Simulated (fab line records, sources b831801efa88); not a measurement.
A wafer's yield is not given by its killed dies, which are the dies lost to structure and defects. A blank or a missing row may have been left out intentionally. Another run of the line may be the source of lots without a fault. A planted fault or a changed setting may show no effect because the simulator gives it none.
Which tool did it? + flow sfq_line + 15 lots with 45 wafers sampled at 6 steps, on a route of 325 steps

WHAT THE GAUGES READ, wafer by wafer
SFQ_C5_OVL_MEAS_937. Usual: C5_OVL 1 nm, standard deviation 4.9.
| lot  | measured     | on         | C5_OVL (nm) | flag |
|------|--------------|------------|-------------|------|
| L157 | day 63 12:02 | overlay-01 | 6 6 1       |      |
| L158 | day 63 14:26 | overlay-01 | -1 0 -1     |      |
| L159 | day 63 19:31 | overlay-02 | 0 2 2       |      |
| L160 | day 63 23:29 | overlay-02 | 6 3 3       |      |
| L161 | day 64 01:53 | overlay-02 | -6 2 -6     |      |
| L162 | day 64 07:14 | overlay-02 | 9 2 8       |      |
| L164 | day 64 14:06 | overlay-02 | 3 -5 -3     |      |
| L166 | day 66 00:36 | overlay-01 | 12 11 8     |      |
| L167 | day 66 10:04 | overlay-02 | 4 1 4       |      |
| L168 | day 66 11:13 | overlay-02 | 7 5 5       |      |
| L169 | day 66 13:37 | overlay-02 | 7 6 4       |      |
| L173 | day 67 09:38 | overlay-01 | -4 1 -2     |      |
| L174 | day 67 10:50 | overlay-01 | -5 0 -2     |      |
| L178 | day 67 23:58 | overlay-02 | 1 -1 4      |      |
| L180 | day 68 06:43 | overlay-01 | 8 4 9       |      |

SFQ_M8_THK_MEAS_950: measures by xrf. Usual: M8_AU_THK 180.6 nm, standard deviation 2.2.
| lot  | measured     | on            | M8_AU_THK (nm)    | flag |
|------|--------------|---------------|-------------------|------|
| L157 | day 77 02:11 | film_metro-01 | 181.8 180.0 184.3 |      |
| L158 | day 77 05:48 | film_metro-02 | 184.3 182.2 182.5 |      |
| L159 | day 77 08:11 | film_metro-04 | 180.9 180.1 181.3 |      |
| L160 | day 77 10:35 | film_metro-01 | 182.8 183.0 182.5 |      |
| L161 | day 77 12:59 | film_metro-04 | 180.7 179.4 179.4 |      |
| L162 | day 80 06:20 | film_metro-04 | 179.8 182.2 180.2 |      |
| L164 | day 80 12:20 | film_metro-04 | 180.8 181.7 183.2 |      |
| L166 | day 81 20:35 | film_metro-02 | 179.9 180.0 178.1 |      |
| L167 | day 81 23:04 | film_metro-02 | 177.1 178.0 179.2 |      |
| L168 | day 84 11:13 | film_metro-01 | 182.9 179.9 182.9 |      |
| L169 | day 84 18:25 | film_metro-02 | 179.6 177.4 180.8 |      |
| L173 | day 85 12:11 | film_metro-01 | 177.9 180.7 180.4 |      |
| L174 | day 85 18:05 | film_metro-02 | 178.5 180.2 179.0 |      |
| L178 | day 86 04:53 | film_metro-02 | 179.8 179.9 180.4 |      |
| L180 | day 86 14:29 | film_metro-02 | 182.8 181.3 183.9 |      |

WHAT TOOL EACH LOT RAN ON (gives the tool, then ch and the chambers of the sampled wafers, and finally the start)
| lot  | SFQ_TRILAYER_M6_STRIP_STRIP_163   | SFQ_TRILAYER_I7_CMP_CMP_184   | SFQ_TRILAYER_I7_METRO_MEASURE_185 | SFQ_TRILAYER_I7_VIA_ETCH_VIA_ETCH_190 |
|------|-----------------------------------|-------------------------------|-----------------------------------|---------------------------------------|
| L157 | rie_metal-01 ch 0,1, day 63 15:51 | cmp-01 ch 0,2,3, day 69 09:11 | film_metro-01, day 69 12:19       | rie_diel-04 ch 0,1,3, day 73 22:47    |
| L158 | rie_metal-03 ch 0, day 63 18:06   | cmp-01 ch 0,2,3, day 69 12:41 | film_metro-01, day 69 15:31       | rie_diel-02 ch 1,2,3, day 74 03:35    |
| L159 | rie_metal-03 ch 0,1, day 64 00:54 | cmp-01 ch 0,1,3, day 69 17:25 | film_metro-02, day 69 20:32       | rie_diel-04 ch 1,2,3, day 74 05:59    |
| L160 | rie_metal-03 ch 0,1, day 64 03:18 | cmp-01 ch 0,1, day 70 01:01   | film_metro-01, day 70 04:08       | rie_diel-04 ch 0,2, day 74 23:55      |
| L161 | rie_metal-03 ch 0,1, day 64 05:42 | cmp-02 ch 0,2,3, day 70 03:00 | film_metro-02, day 70 05:37       | rie_diel-03 ch 0,3, day 75 02:19      |
| L162 | rie_metal-04 ch 0,1, day 69 01:44 | cmp-01 ch 0,1,2, day 77 01:10 | film_metro-01, day 77 04:17       | rie_diel-02 ch 1,2,3, day 80 00:34    |
| L164 | rie_metal-04 ch 0,1, day 69 11:15 | cmp-01 ch 1,2,3, day 77 11:10 | film_metro-03, day 77 13:17       | rie_diel-03 ch 0,2,3, day 80 06:34    |
| L166 | rie_metal-04 ch 0,1, day 71 02:51 | cmp-01 ch 1,2,3, day 77 22:40 | film_metro-03, day 78 01:17       | rie_diel-03 ch 0,2,3, day 80 23:22    |
| L167 | rie_metal-03 ch 0,1, day 71 10:11 | cmp-01 ch 0,2, day 78 01:10   | film_metro-03, day 78 04:29       | rie_diel-04 ch 0,1, day 81 01:46      |
| L168 | rie_metal-04 ch 0,1, day 71 12:35 | cmp-02 ch 0,1,2, day 78 05:27 | film_metro-02, day 78 08:46       | rie_diel-03 ch 0,1,2, day 81 06:34    |
| L169 | rie_metal-01 ch 0,1, day 71 13:47 | cmp-01 ch 1,2,3, day 78 10:10 | film_metro-03, day 78 13:29       | rie_diel-04 ch 1,2,3, day 81 12:34    |
| L173 | rie_metal-01 ch 0,1, day 72 04:11 | cmp-01 ch 1,2,3, day 78 22:10 | film_metro-03, day 79 01:29       | rie_diel-03 ch 2,3, day 82 07:47      |
| L174 | rie_metal-03 ch 0,1, day 72 05:23 | cmp-01 ch 1,2, day 79 01:10   | film_metro-01, day 79 04:29       | rie_diel-04 ch 0,1,3, day 82 16:11    |
| L178 | rie_metal-01 ch 0,1, day 72 12:42 | cmp-02 ch 0,2,3, day 79 11:57 | film_metro-01, day 79 14:34       | rie_diel-03 ch 1,2,3, day 83 07:59    |
| L180 | rie_metal-01 ch 0,1, day 72 15:06 | cmp-02 ch 0,1,2, day 79 17:57 | film_metro-03, day 79 20:46       | rie_diel-04 ch 1,3, day 83 14:08      |
- SFQ_TRILAYER_M6_STRIP_STRIP_163: strips in O2.
- SFQ_TRILAYER_I7_CMP_CMP_184: polishes SiO2.
- SFQ_TRILAYER_I7_METRO_MEASURE_185
- SFQ_TRILAYER_I7_VIA_ETCH_VIA_ETCH_190: etches SiO2 in CHF3, stops on Nb, target depth 260 nm.

AS READ BY THE TOOLS THEMSELVES (means over the sampled wafers that have a number; for cases with no such wafer, the mark the record gives instead)
SFQ_TRILAYER_M6_STRIP_STRIP_163. Usual: drypump_motor_current_A 5.9 A, standard deviation 0.46; oes_product_au 0.995 a.u., standard deviation 0.013.
| lot  | tool         | drypump_motor_current_A (A) | oes_product_au (a.u.) | flag |
|------|--------------|-----------------------------|-----------------------|------|
| L157 | rie_metal-01 | 5.5                         | 1.005                 |      |
| L158 | rie_metal-03 | 6.2                         | 1.000                 |      |
| L159 | rie_metal-03 | 6.4                         | 1.007                 |      |
| L160 | rie_metal-03 | 6.5                         | 0.997                 |      |
| L161 | rie_metal-03 | 6.5                         | 1.002                 |      |
| L162 | rie_metal-04 | 5.6                         | 0.986                 |      |
| L164 | rie_metal-04 | 5.6                         | 0.986                 |      |
| L166 | rie_metal-04 | 5.6                         | 0.985                 |      |
| L167 | rie_metal-03 | 6.4                         | 0.999                 |      |
| L168 | rie_metal-04 | 5.6                         | 0.985                 |      |
| L169 | rie_metal-01 | 5.4                         | 0.985                 |      |
| L173 | rie_metal-01 | 5.5                         | 0.993                 |      |
| L174 | rie_metal-03 | 6.5                         | 0.997                 |      |
| L178 | rie_metal-01 | 5.5                         | 1.001                 |      |
| L180 | rie_metal-01 | 5.4                         | 0.995                 |      |

SFQ_TRILAYER_I7_CMP_CMP_184. Usual: motor_current_A 10.0 A, standard deviation 0.58; platen_rpm 60.00 rpm, standard deviation 0.041; retaining_ring_pressure_frac 1.000, standard deviation 0.0052; time_to_endpoint_s 212 s, standard deviation 9.
| lot  | tool   | motor_current_A (A) | platen_rpm (rpm) | retaining_ring_pressure_frac | time_to_endpoint_s (s) | flag |
|------|--------|---------------------|------------------|------------------------------|------------------------|------|
| L157 | cmp-01 | 9.7                 | 60.01            | 1.005                        | 212                    |      |
| L158 | cmp-01 | 10.3                | 59.99            | 0.993                        | 210                    |      |
| L159 | cmp-01 | 9.9                 | 60.01            | 1.000                        | 221                    |      |
| L160 | cmp-01 | 10.1                | 60.01            | 0.999                        | 224                    |      |
| L161 | cmp-02 | 9.9                 | 60.01            | 1.001                        | 216                    |      |
| L162 | cmp-01 | 10.0                | 59.97            | 1.000                        | 213                    |      |
| L164 | cmp-01 | 9.6                 | 59.98            | 0.997                        | 207                    |      |
| L166 | cmp-01 | 10.0                | 60.01            | 0.995                        | 203                    |      |
| L167 | cmp-01 | 11.0                | 59.99            | 1.002                        | 207                    |      |
| L168 | cmp-02 | 10.0                | 59.96            | 1.002                        | 204                    |      |
| L169 | cmp-01 | 9.8                 | 59.97            | 1.005                        | 272                    | OFF  |
| L173 | cmp-01 | 9.8                 | 59.99            | 0.998                        | 287                    | OFF  |
| L174 | cmp-01 | 9.9                 | 60.01            | 1.000                        | 276                    | OFF  |
| L178 | cmp-02 | 10.0                | 59.95            | 1.000                        | 201                    |      |
| L180 | cmp-02 | 9.9                 | 60.01            | 1.002                        | 209                    |      |

SFQ_TRILAYER_I7_METRO_MEASURE_185. Usual: thk_nm reads 199.8 nm (standard deviation 1.4).
| lot  | tool          | thk_nm (nm) | flag |
|------|---------------|-------------|------|
| L157 | film_metro-01 | 200.6       |      |
| L158 | film_metro-01 | 199.1       |      |
| L159 | film_metro-02 | 201.4       |      |
| L160 | film_metro-01 | 201.6       |      |
| L161 | film_metro-02 | 199.7       |      |
| L162 | film_metro-01 | 200.9       |      |
| L164 | film_metro-03 | 200.4       |      |
| L166 | film_metro-03 | 199.6       |      |
| L167 | film_metro-03 | 198.5       |      |
| L168 | film_metro-02 | 199.9       |      |
| L169 | film_metro-03 | 301.7       | OFF  |
| L173 | film_metro-03 | 307.7       | OFF  |
| L174 | film_metro-01 | 302.8       | OFF  |
| L178 | film_metro-01 | 199.9       |      |
| L180 | film_metro-03 | 198.8       |      |

SFQ_TRILAYER_I7_VIA_ETCH_VIA_ETCH_190. Usual: drypump_motor_current_A 5.5 A, standard deviation 0.4; oes_product_au 0.854 a.u., standard deviation 0.0059.
| lot  | tool        | drypump_motor_current_A (A) | oes_product_au (a.u.) | flag |
|------|-------------|-----------------------------|-----------------------|------|
| L157 | rie_diel-04 | 5.7                         | 0.862                 |      |
| L158 | rie_diel-02 | 5.7                         | 0.853                 |      |
| L159 | rie_diel-04 | 5.5                         | 0.856                 |      |
| L160 | rie_diel-04 | 5.4                         | 0.860                 |      |
| L161 | rie_diel-03 | 5.7                         | 0.854                 |      |
| L162 | rie_diel-02 | 5.7                         | 0.858                 |      |
| L164 | rie_diel-03 | 5.7                         | 0.854                 |      |
| L166 | rie_diel-03 | 5.7                         | 0.854                 |      |
| L167 | rie_diel-04 | 5.8                         | 0.847                 |      |
| L168 | rie_diel-03 | 5.6                         | 0.854                 |      |
| L169 | rie_diel-04 | 5.5                         | 0.992                 | OFF  |
| L173 | rie_diel-03 | 5.4                         | 1.008                 | OFF  |
| L174 | rie_diel-04 | 5.8                         | 0.989                 | OFF  |
| L178 | rie_diel-03 | 5.3                         | 0.852                 |      |
| L180 | rie_diel-04 | 5.6                         | 0.854                 |      |

THE ANSWER, worked out from the rows above alone
Rule: take the mean of a lot's wafers that have a number; if it is more than 3 standard deviations from the usual mean, the lot is off. Also off: a lot with no number at a reading for which 4 or more lots have one. The other lots that the step has rows for count as sound. After the gauges, taken in route order, come the tools' own readings; for these a lot's mean is taken, as printed above. At the first step where some lot is off, the reading lying furthest off is the one used; lots without a number count as furthest.
Off: L169, L173, L174 (SFQ_TRILAYER_I7_CMP_CMP_184, time_to_endpoint_s).
If a tool, at that step or one of the process steps before it, ran each lot that is off and ran no sound lot following the first of them, it fits. One fits: SFQ_TRILAYER_I7_CMP_CMP_184 on cmp-01. Its last sound lot is L167 (day 78 01:10), its first lot that is off L169 (day 78 10:10): a fault that began between those two fits.
On the lots that are off, the tool's own readings at SFQ_TRILAYER_I7_CMP_CMP_184 differ by more than 5 times the standard deviation of the sound lots' means, which bears it out; time_to_endpoint_s reads 278 s there versus 211 s on the sound lots.

WHAT WAS PUT IN BY THE SIMULATOR
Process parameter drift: cmp-01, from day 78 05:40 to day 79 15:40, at SFQ_TRILAYER_I7_CMP_CMP_184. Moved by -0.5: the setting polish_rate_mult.
Shown lots that were struck: L169, L173, L174. The rule given above showed the same thing.
